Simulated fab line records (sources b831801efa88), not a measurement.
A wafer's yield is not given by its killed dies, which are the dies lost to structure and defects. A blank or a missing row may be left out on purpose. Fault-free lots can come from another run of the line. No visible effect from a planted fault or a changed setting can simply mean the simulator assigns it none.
fab line records	flow sky130
record: lots: 6	wafers: 18	last-day: 50
route steps=708 shown POLY_GATE@235 LDD_N@237 LDD_P@255 PAD_OPEN@708
lots that met no fault: from a run of the same line without faults
start-h: hours from the record's first day to the start of the lot's first wafer shown	wait-h: hours since the lot's step before	" unchanged from the row above	L1.1+2: a single row standing in for several wafers	- either no value or no given start	* or withheld: withheld	< > ~ a bound
route shown NAME@n: names a module that has steps shown in the file, with the first one's number in the route	usual: mean and standard deviation over wafers with no fault	same: alike in all rows	chamber/n: place in a boat	sites: readings site by site	_std_site: their standard deviation	_edge_site: inner sites' mean taken away from outer sites' mean	radius-mm: how far each site lies from the wafer's centre	mask NAME#n: copy n	behind: the last tool/chamber to shape the wafer	hold: cause of the lot's hold/its duration in hours/its outcome	device: whichever transistor did not switch (one of n, p or np)	end of line: at the end of the route, the tests of the same wafers	for a step that has no rows: nothing shown but its recipe	killed: count of dies lost to structure and defects at first sort (not the wafer's yield)	map: dies across one wafer; x = killed, . = not, _ = none there
set.NAME: setting as actually run; set.NAME@STEP: the setting as run at that earlier step	model.NAME: the simulator's own value behind a step, which no gauge read
certain route steps with their lots: each step a table, each wafer a row
services: the hour from which a tool's chamber was out of use, counted from the record's first day as start-h (under 0 if before that day), plus the number of hours and why
== steps ==
step: SKY_POLY_GATE_THK_MEAS_21
recipe: reads: SiO2_of_POLY_GATE_OXIDATION_20
usual: POLY_GATE_OXIDATION_THK: 4.08/0.077
lot.wafer	tool	chamber	start-h	wait-h	POLY_GATE_OXIDATION_THK[nm]
L485.2	film-metro-04	-	424.61	0.0	4.19
L485.5	"	-	"	"	4.20
L485.6	"	-	"	"	4.21
L486.4	film-metro-03	-	438.99	0.0	4.06
L486.5	"	-	"	"	4.23
L486.6	"	-	"	"	4.11
L495.1	film-metro-01	-	514.42	0.0	4.01
L495.5	"	-	"	"	4.01
L495.6	"	-	"	"	3.84
L497.2	film-metro-03	-	537.54	0.0	4.15
L497.3	"	-	"	"	4.08
L497.5	"	-	"	"	4.05
L501.2	film-metro-01	-	575.13	0.0	4.20
L501.3	"	-	"	"	4.17
L501.5	"	-	"	"	4.16
L502.1	film-metro-03	-	594.29	0.0	3.99
L502.2	"	-	"	"	4.06
L502.4	"	-	"	"	4.07
step: SKY_POLY_GATE_CD_MEAS_22
usual: cd-nm: 150.1/2.2
lot.wafer	tool	chamber	start-h	wait-h	cd-nm
L485.2	cd-sem-02	-	424.69	0.1	151.9
L485.5	"	-	"	"	151.0
L485.6	"	-	"	"	153.4
L486.4	cd-sem-01	-	439.10	0.1	144.4
L486.5	"	-	"	"	149.9
L486.6	"	-	"	"	147.4
L495.1	cd-sem-01	-	514.48	0.1	151.9
L495.5	"	-	"	"	148.3
L495.6	"	-	"	"	149.7
L497.2	cd-sem-02	-	537.62	0.1	148.9
L497.3	"	-	"	"	148.7
L497.5	"	-	"	"	151.2
L501.2	cd-sem-02	-	575.23	0.1	149.3
L501.3	"	-	"	"	155.2
L501.5	"	-	"	"	150.4
L502.1	cd-sem-02	-	594.35	0.1	149.6
L502.2	"	-	"	"	151.7
L502.4	"	-	"	"	153.5
step: SKY_LDD_N_DEHYDRATE_00
recipe: temp-c: 200	time-s: 60
step: SKY_LDD_N_HMDS_01
recipe: prime-time-s: 60	prime-temp-c: 120
step: SKY_LDD_N_COAT_02
recipe: resist: NOVOLAK	spin-rpm: 3000	resist-thk-nm: 300
step: SKY_LDD_N_SOFTBAKE_03
recipe: temp-c: 90	time-s: 60	resist: NOVOLAK
step: SKY_LDD_N_EXPOSE_04
recipe: mask-id: NTM	target-cd-nm: 840	na: 0.6	source-shape: conventional	sigma-outer: 0.6	dose-mj: 110
step: SKY_LDD_N_PEB_05
recipe: temp-c: withheld	time-s: *	resist: NOVOLAK
step: SKY_LDD_N_DEVELOP_06
recipe: develop-time-s: 60	dev-temp-c: 23
step: SKY_LDD_N_OVL_MEAS_07
usual: LDD_N_OVL: 0.0/1.3
lot.wafer	tool	chamber	start-h	wait-h	LDD_N_OVL[nm]
L485.2	overlay-01	-	454.60	0.1	0.4
L485.5	"	-	"	"	0.7
L485.6	"	-	"	"	-0.1
L486.4	overlay-02	-	469.45	0.1	-2.7
L486.5	"	-	"	"	1.2
L486.6	"	-	"	"	-3.0
L495.1	overlay-01	-	543.88	0.1	1.2
L495.5	"	-	"	"	-0.2
L495.6	"	-	"	"	-0.1
L497.2	overlay-02	-	566.65	0.1	0.4
L497.3	"	-	"	"	-0.6
L497.5	"	-	"	"	0.7
L501.2	overlay-02	-	604.74	0.1	-2.9
L501.3	"	-	"	"	-0.4
L501.5	"	-	"	"	-1.0
L502.1	overlay-02	-	623.18	0.1	1.8
L502.2	"	-	"	"	2.7
L502.4	"	-	"	"	2.0
step: SKY_LDD_N_IMPLANT_08
recipe: species: As	energy-kev: 20	dose-cm2: 7.5e+13	tilt-deg: withheld	rotation-deg: 23
step: SKY_LDD_N_IMPLANT_09
recipe: species: As	energy-kev: 20	dose-cm2: 7.5e+13	tilt-deg: withheld	rotation-deg: 113
step: SKY_LDD_N_IMPLANT_10
recipe: species: As	energy-kev: 20	dose-cm2: 7.5e+13	tilt-deg: withheld	rotation-deg: 203
usual: beam-on-s: 10.00/0.21	dose-ions-cm2: 7.5e+13/7.4e+10	end-station-pressure-torr: 5.38e-06/2.7e-07	faraday-current-uA: 423/8.6
same: implant-ion-amu: 75
lot.wafer	tool	chamber	start-h	wait-h	beam-on-s	dose-ions-cm2	end-station-pressure-torr	faraday-current-uA
L485.2	implanter-04	0	454.95	0.1	10.31	7.492e+13	5.3e-06	410
L485.5	"	0	"	"	9.74	7.504e+13	5.57e-06	432
L485.6	"	0	"	"	10.03	7.502e+13	5.04e-06	422
L486.4	implanter-01	0	469.84	0.1	9.88	7.498e+13	5.37e-06	426
L486.5	"	0	"	"	10.16	7.51e+13	5.45e-06	414
L486.6	"	0	"	"	10.11	7.491e+13	5.79e-06	417
L495.1	implanter-04	0	544.22	0.1	39.85	3.998e+14	5.16e-06	568
L495.5	"	0	"	"	41.71	3.9978e+14	5.52e-06	540
L495.6	"	0	"	"	42.22	3.9985e+14	5.23e-06	535
L497.2	implanter-04	0	567.00	0.1	40.37	3.9984e+14	4.96e-06	558
L497.3	"	0	"	"	40.07	3.9987e+14	5.68e-06	560
L497.5	"	0	"	"	39.70	3.9975e+14	5.38e-06	566
L501.2	implanter-02	0	605.09	0.1	9.81	7.517e+13	5.47e-06	432
L501.3	"	0	"	"	10.11	7.501e+13	5.27e-06	417
L501.5	"	0	"	"	9.99	7.491e+13	5.54e-06	423
L502.1	implanter-02	0	623.51	0.1	10.47	7.509e+13	4.74e-06	403
L502.2	"	0	"	"	10.05	7.503e+13	5.51e-06	421
L502.4	"	0	"	"	9.99	7.51e+13	5.68e-06	423
step: SKY_LDD_N_IMPLANT_11
recipe: species: As	energy-kev: 20	dose-cm2: 7.5e+13	tilt-deg: withheld	rotation-deg: 293
step: SKY_LDD_N_IMPLANT_12
recipe: species: BF2	energy-kev: 50	dose-cm2: 5e+12	tilt-deg: 30	rotation-deg: 0
step: SKY_LDD_N_IMPLANT_13
recipe: species: BF2	energy-kev: 50	dose-cm2: 5e+12	tilt-deg: 30	rotation-deg: 90
step: SKY_LDD_N_IMPLANT_14
recipe: species: BF2	energy-kev: 50	dose-cm2: 5e+12	tilt-deg: 30	rotation-deg: 180
step: SKY_LDD_N_IMPLANT_15
recipe: species: BF2	energy-kev: 50	dose-cm2: 5e+12	tilt-deg: 30	rotation-deg: 270
step: SKY_LDD_N_STRIP_16
recipe: chemistry: O2/N2	power-w: 1400	pressure-mtorr: 1500	platen-temp-c: withheld	o2-flow-sccm: 3000	n2-flow-sccm: 300	overash-fraction: 0.5
usual: chamber-pressure-mTorr: 1500.0/1.3	drypump-motor-current-A: 5.7/0.49	oes-product-au: 0.406/0.0046	strip-time-to-endpoint-s: 4.311/0.016
lot.wafer	tool	chamber	start-h	wait-h	chamber-pressure-mTorr	drypump-motor-current-A	oes-product-au	rf-hours-counter-h	strip-time-to-endpoint-s
L485.2	plasma-asher-03	0	455.83	0.1	1497.5	5.2	0.410	74	4.307
L485.5	"	1	"	"	1499.7	6.0	0.403	-	4.314
L485.6	"	0	"	"	1499.6	5.2	0.408	-	4.320
L486.4	plasma-asher-03	0	470.70	0.1	1500.7	5.2	0.406	-	4.331
L486.5	"	1	"	"	1499.1	6.1	0.404	-	4.294
L486.6	"	0	"	"	1500.3	5.2	0.411	-	4.300
L495.1	plasma-asher-03	0	545.12	0.1	1503.1	5.2	0.401	83	5.105
L495.5	"	0	"	"	1499.1	5.2	0.403	-	5.094
L495.6	"	1	"	"	1501.1	6.1	0.411	-	5.095
L497.2	plasma-asher-02	1	567.88	0.1	1499.6	6.1	0.402	44	5.099
L497.3	"	0	"	"	1497.7	5.0	0.400	-	5.145
L497.5	"	0	"	"	1498.2	5.0	0.399	-	5.126
L501.2	plasma-asher-01	1	605.97	0.1	1499.6	5.7	0.412	18	4.328
L501.3	"	0	"	"	1499.4	6.3	0.407	-	4.327
L501.5	"	0	"	"	1500.1	6.4	0.416	-	4.316
L502.1	plasma-asher-03	0	624.41	0.1	1501.6	5.2	0.408	91	4.306
L502.2	"	1	"	"	1498.8	6.1	0.409	91	4.335
L502.4	"	0	"	"	1502.0	5.2	0.406	-	4.321
step: SKY_LDD_N_TW_MEAS_17
usual: LDD_N_TW: 2583/31
lot.wafer	tool	chamber	start-h	wait-h	LDD_N_TW
L485.2	film-metro-03	-	455.94	0.1	2534
L485.5	"	-	"	"	2518
L485.6	"	-	"	"	2540
L486.4	film-metro-02	-	470.80	0.1	2597
L486.5	"	-	"	"	2599
L486.6	"	-	"	"	2587
L495.1	film-metro-04	-	545.22	0.1	2892
L495.5	"	-	"	"	2900
L495.6	"	-	"	"	2894
L497.2	film-metro-04	-	567.99	0.1	2887
L497.3	"	-	"	"	2865
L497.5	"	-	"	"	2874
L501.2	film-metro-02	-	606.08	0.1	2604
L501.3	"	-	"	"	2596
L501.5	"	-	"	"	2592
L502.1	film-metro-02	-	624.51	0.1	2590
L502.2	"	-	"	"	2601
L502.4	"	-	"	"	2598
step: SKY_LDD_P_DEHYDRATE_00
recipe: temp-c: 200	time-s: 60
step: SKY_PAD_OPEN_PROBE_99
usual: killed_at_M0_to_M3: 45/6.8	killed_at_M4_up: 3.1/2	killed-at-contacts: 23/5.2	killed-at-front-end: 14/3.7	killed-at-other: 0.3/0.61	killed-dies: 86/9	killed-open: 46/6.9	killed-short: 39/6.4
same: gross-dies: 492	killed-at-back-side: 0
lot.wafer	tool	chamber	start-h	wait-h	killed_at_M0_to_M3	killed_at_M4_up	killed-at-contacts	killed-at-front-end	killed-at-other	killed-dies	killed-open	killed-short	model.etest.tip-n.rs-ohm-sq	model.etest.nfet_01v8.r-on-ohm-um	model.etest.nfet_01v8_turned.drive-ua-um	model.etest.nfet_01v8_swapped.drive-ua-um	model.etest.nfet_01v8_lvt.drive-ua-um	model.etest.nfet_01v8.drive-ua-um	model.etest.sram-nfet-pass.drive-ua-um	model.etest.tip-n.rs-ohm-sq-range
L485.2	prober-01	-	1109.80	0.1	44	1	20	17	1	83	40	43	448.3	892	466.3	468.9	530.2	465.9	443.8	9.688
L485.5	prober-01	-	1109.95	0.2	56	5	14	12	0	87	41	46	451.8	890.7	459	456.8	531	456.5	433.9	16.16
L485.6	prober-01	-	1110.00	0.2	46	1	17	16	0	80	33	47	450.8	900.2	455.8	461.9	521.2	460.8	439.1	13.29
L486.4	prober-02	-	1116.18	0.2	47	1	42	13	0	103	50	53	450.4	854	481	478.8	555	476.8	465.9	10.64
L486.5	prober-02	-	1116.23	0.2	42	0	38	21	0	101	57	44	447.2	866.8	469.8	471.6	542.7	469.8	457.7	14.92
L486.6	prober-02	-	1116.28	0.2	47	2	20	15	3	87	45	42	446.8	862.5	466.9	465.7	541.8	466.2	425	15.33
L495.1	prober-01	-	1165.30	0.1	50	4	23	22	0	99	55	44	299.4	807.5	509.2	511.5	581.1	503.7	467.5	12.08
L495.5	prober-01	-	1165.50	0.2	44	3	30	20	0	97	60	37	297.9	793.8	521	524	594	514.9	497.8	12.83
L495.6	prober-01	-	1165.55	0.2	43	3	29	14	0	89	54	35	299.7	789	523.9	526.3	594.5	516	491.2	13.22
L497.2	prober-01	-	1175.86	0.1	47	5	23	13	0	88	58	29	303.3	793.6	523.5	520.9	589.1	513.6	492.1	6.982
L497.3	prober-01	-	1175.91	0.2	41	3	31	13	0	88	48	40	302.2	794.6	522.1	525.4	596	518.6	491.4	8.1
L497.5	prober-01	-	1176.01	0.2	34	2	25	12	0	73	37	36	299.4	806.5	523.4	517.1	583.2	511.4	483.4	12.86
L501.2	prober-02	-	1199.11	0.1	42	5	17	16	0	80	44	36	449.7	858.1	479.7	476.6	543.6	474.9	479.1	12.04
L501.3	prober-02	-	1199.16	0.2	49	4	21	18	2	94	54	40	453.8	890	464.2	463	530	459.7	472.3	11.45
L501.5	prober-02	-	1199.26	0.2	46	6	23	15	1	91	48	43	447.6	872	468.7	468.7	541.9	469.1	458.4	13.03
L502.1	prober-02	-	1209.11	0.1	41	5	21	12	1	80	44	36	445.6	865.4	473	468.1	540.7	474.2	460.6	13.14
L502.2	prober-02	-	1209.16	0.1	45	4	27	13	0	89	57	31	442.4	880.7	472.9	472.9	539.7	469.1	445.4	14.51
L502.4	prober-02	-	1209.26	0.2	57	4	25	16	0	102	49	52	442.1	874.8	469.1	465.7	539	466	460.2	10.31
killed by level:class
L485.2 METAL2:geometric-particle:short=8 CONTACT:geometric-particle:open=7 VIA3:geometric-particle:open=7 VIA1:geometric-particle:open=6 FIELD_ISO:geometric-particle:short=5 LOCAL_INTERCONNECT:geometric-particle:short=5 LI_CONTACT:geometric-particle:short=4 METAL1:geometric-particle:short=4
L485.5 VIA1:geometric-particle:open=11 METAL2:geometric-particle:short=8 VIA1:geometric-particle:short=7 METAL1:geometric-particle:short=7 VIA3:geometric-particle:open=6 VIA2:geometric-particle:open=5 POLY_GATE:geometric-particle:open=4 METAL4:geometric-particle:short=4
L485.6 METAL1:geometric-particle:short=8 LI_CONTACT:geometric-particle:open=6 METAL2:geometric-particle:short=6 METAL3:geometric-particle:short=6 VIA2:geometric-particle:open=5 FIELD_ISO:geometric-particle:short=4 FIELD_ISO:geometric-particle:open=4 POLY_GATE:geometric-particle:open=4
L486.4 LI_CONTACT:geometric-particle:open=12 CONTACT:geometric-particle:open=11 LI_CONTACT:geometric-particle:short=8 VIA1:geometric-particle:open=8 VIA2:geometric-particle:short=7 VIA2:geometric-particle:open=7 METAL3:geometric-particle:short=6 CONTACT:geometric-particle:short=6
L486.5 CONTACT:geometric-particle:open=16 LI_CONTACT:geometric-particle:open=9 POLY_GATE:geometric-particle:open=8 VIA2:geometric-particle:open=8 VIA1:geometric-particle:open=7 CONTACT:geometric-particle:short=7 METAL1:geometric-particle:short=7 POLY_GATE:geometric-particle:short=5
L486.6 VIA1:geometric-particle:open=18 VIA2:geometric-particle:open=6 VIA3:geometric-particle:open=6 FIELD_ISO:geometric-particle:short=4 LI_CONTACT:geometric-particle:short=4 LI_CONTACT:geometric-particle:open=4 LOCAL_INTERCONNECT:geometric-particle:short=4 CONTACT:geometric-particle:open=4
L495.1 METAL2:geometric-particle:short=10 LI_CONTACT:geometric-particle:open=9 FIELD_ISO:geometric-particle:open=8 VIA3:geometric-particle:open=8 CONTACT:geometric-particle:open=6 METAL1:geometric-particle:short=6 VIA2:geometric-particle:open=6 VIA1:geometric-particle:open=6
L495.5 VIA1:geometric-particle:open=12 CONTACT:geometric-particle:open=11 LI_CONTACT:geometric-particle:open=8 VIA3:geometric-particle:open=7 POLY_GATE:geometric-particle:open=5 CONTACT:geometric-particle:short=5 VIA2:geometric-particle:open=5 FIELD_ISO:geometric-particle:open=4
L495.6 CONTACT:geometric-particle:open=13 VIA1:geometric-particle:open=12 LI_CONTACT:geometric-particle:open=8 METAL2:geometric-particle:short=7 VIA2:geometric-particle:open=6 VIA3:geometric-particle:open=5 FIELD_ISO:geometric-particle:open=4 METAL1:geometric-particle:short=4
L497.2 VIA1:geometric-particle:open=13 CONTACT:geometric-particle:open=11 VIA3:geometric-particle:open=8 LI_CONTACT:geometric-particle:open=6 VIA2:geometric-particle:open=5 POLY_GATE:geometric-particle:open=4 VIA1:geometric-particle:short=4 METAL2:geometric-particle:short=4
L497.3 VIA1:geometric-particle:open=11 CONTACT:geometric-particle:open=8 LI_CONTACT:geometric-particle:open=6 CONTACT:geometric-particle:short=6 POLY_GATE:geometric-particle:open=5 LI_CONTACT:geometric-particle:short=5 LOCAL_INTERCONNECT:geometric-particle:short=5 VIA3:geometric-particle:open=5
L497.5 CONTACT:geometric-particle:open=10 VIA1:geometric-particle:open=8 CONTACT:geometric-particle:short=7 METAL1:geometric-particle:short=5 VIA1:geometric-particle:short=5 VIA2:geometric-particle:open=5 LOCAL_INTERCONNECT:geometric-particle:short=4 VIA3:geometric-particle:short=4
L501.2 VIA1:geometric-particle:open=8 METAL2:geometric-particle:short=7 CONTACT:geometric-particle:open=7 VIA3:geometric-particle:open=7 POLY_GATE:geometric-particle:open=6 LI_CONTACT:geometric-particle:open=6 VIA1:geometric-particle:short=5 FIELD_ISO:geometric-particle:short=4
L501.3 VIA1:geometric-particle:open=12 VIA3:geometric-particle:open=9 LI_CONTACT:geometric-particle:open=8 METAL2:geometric-particle:short=7 VIA1:geometric-particle:short=6 FIELD_ISO:geometric-particle:open=5 VIA2:geometric-particle:open=5 CONTACT:geometric-particle:open=5
L501.5 VIA1:geometric-particle:open=12 LI_CONTACT:geometric-particle:open=8 VIA3:geometric-particle:open=8 CONTACT:geometric-particle:open=6 METAL2:geometric-particle:short=6 METAL1:geometric-particle:short=5 FIELD_ISO:geometric-particle:open=4 VIA2:geometric-particle:short=4
L502.1 LI_CONTACT:geometric-particle:open=12 VIA3:geometric-particle:open=10 VIA2:geometric-particle:short=7 VIA1:geometric-particle:open=7 VIA3:geometric-particle:short=5 CONTACT:geometric-particle:open=4 METAL2:geometric-particle:short=4 FIELD_ISO:geometric-particle:open=3
L502.2 VIA3:geometric-particle:open=12 CONTACT:geometric-particle:open=11 VIA1:geometric-particle:open=11 FIELD_ISO:geometric-particle:open=6 LI_CONTACT:geometric-particle:open=6 LOCAL_INTERCONNECT:geometric-particle:short=5 VIA1:geometric-particle:short=5 VIA2:geometric-particle:open=5
L502.4 METAL2:geometric-particle:short=11 VIA1:geometric-particle:open=10 VIA2:geometric-particle:open=9 CONTACT:geometric-particle:open=8 VIA3:geometric-particle:open=7 FIELD_ISO:geometric-particle:short=5 LI_CONTACT:geometric-particle:open=5 LI_CONTACT:geometric-particle:short=5
== services ==
tool	chamber	start-h	hours	kind
implanter-02	-	445.45	10.5	repair
implanter-02	-	469.34	3.8	pm
implanter-04	-	471.85	1.4	repair
implanter-02	-	480.03	0.6	repair
plasma-asher-03	-	485.90	5.9	repair
plasma-asher-02	-	514.41	2.8	pm
implanter-01	-	532.23	4.0	repair
implanter-02	-	541.21	40.7	pm
plasma-asher-01	-	545.91	7.1	repair
plasma-asher-02	-	581.25	0.8	repair
implanter-02	-	581.87	4.3	pm
plasma-asher-02	-	589.04	14.1	repair
implanter-04	-	589.46	1.2	repair
implanter-02	-	620.76	2.2	repair
== key ==
first-sign: step: SKY_LDD_N_IMPLANT_10	reading: dose-ions-cm2	direction: up	sigmas: 99+	usual: *	struck: *
effect: step: SKY_LDD_N_IMPLANT_10	reading: beam-on-s	direction: up	sigmas: 99+	usual: 10.00	struck: 40.65
effect: step: SKY_LDD_N_STRIP_16	reading: strip-time-to-endpoint-s	direction: up	sigmas: 50	usual: *	struck: *
effect: step: SKY_LDD_N_TW_MEAS_17	reading: LDD_N_TW	direction: up	sigmas: 9.8	usual: 2583	struck: 2885
model-effect: step: SKY_PAD_OPEN_PROBE_99	value: etest.tip-n.rs-ohm-sq	without: 443.8	struck: 300.3
met-at SKY_LDD_N_IMPLANT_10
struck-wafers L495.1,L495.5,L495.6,L497.2,L497.3,L497.5
tester-left-out L495,L497
onset-between 454.95 544.22
fault: kind: process-parameter-drift	tool: implanter-04	chamber: -	onset-h: 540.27	steps: SKY_LDD_N_IMPLANT_10	channel: dose-cm2	offset: *	shape: step	end-h: 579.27	acts-in: *	stated: *
tester-left-out: of these lots the tester's yield and bins aren't shown, on N5 and GAA mostly nor the transistor test; their killed dies are dies lost to structure and defects alone, not to doping, threshold or leakage, so they don't give the yield
